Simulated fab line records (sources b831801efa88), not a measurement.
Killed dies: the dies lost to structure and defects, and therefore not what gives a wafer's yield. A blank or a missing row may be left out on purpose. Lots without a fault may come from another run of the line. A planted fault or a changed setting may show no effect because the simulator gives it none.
Chamber matching -- flow sky130 -- cmp-01 running SKY_VIA2_CMP_02: 4 sister chambers
The step polishes SiO2. 14 wafers are shown with their chamber, then 7 later ones without.

== WAFERS WITH THEIR CHAMBER ==
wafer,chamber,motorCurrentA (A)
L233.1,1,12.4
L233.2,2,13.5
L233.5,3,14.4
L240.3,1,12.6
L240.5,3,13.9
L240.6,0,12.6
L249.1,0,12.9
L249.3,2,13.5
L249.4,3,13.8
L252.2,1,12.9
L252.3,3,13.3
L252.4,0,12.5
L254.3,3,13.4
L254.4,0,12.7

SIGNATURES, as means of the wafers listed above
reading,chamber 0,chamber 1,chamber 2,chamber 3,scatter within a chamber
motorCurrentA,12.675,12.633,13.500,13.760,0.314
Rule: a wafer's distance from a chamber is the root of the sum, over the readings, of the square of ((its reading less the chamber's mean) divided by the reading's scatter). The wafer belongs to the nearest chamber; if the next one is less than 2 further off, it can't be placed. The scatter: take each reading less its chamber's mean, square it, sum over the shown wafers, divide by the number of wafers less the number of chambers, and take the root.

== WAFERS MISSING THEIR CHAMBER ==
wafer,motorCurrentA (A)
L254.5,12.2
L253.3,13.2
L253.4,13.1
L253.5,13.0
L255.2,13.5
L255.3,13.9
L255.4,13.1

== CHAMBER TAKEN BY EACH ==
wafer,from the rows above,in truth
L254.5,can't be placed: 1 or 0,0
L253.3,can't be placed: 2 or 0 or 3 or 1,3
L253.4,can't be placed: 2 or 0 or 1 or 3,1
L253.5,can't be placed: 0 or 1 or 2 or 3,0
L255.2,can't be placed: 2 or 3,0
L255.3,can't be placed: 3 or 2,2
L255.4,can't be placed: 2 or 0 or 1 or 3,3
Correctly placed: 0 of 7. Cannot be placed on the basis of these rows: 7; the candidates contain the true chamber in 6. Wrongly placed: 0.
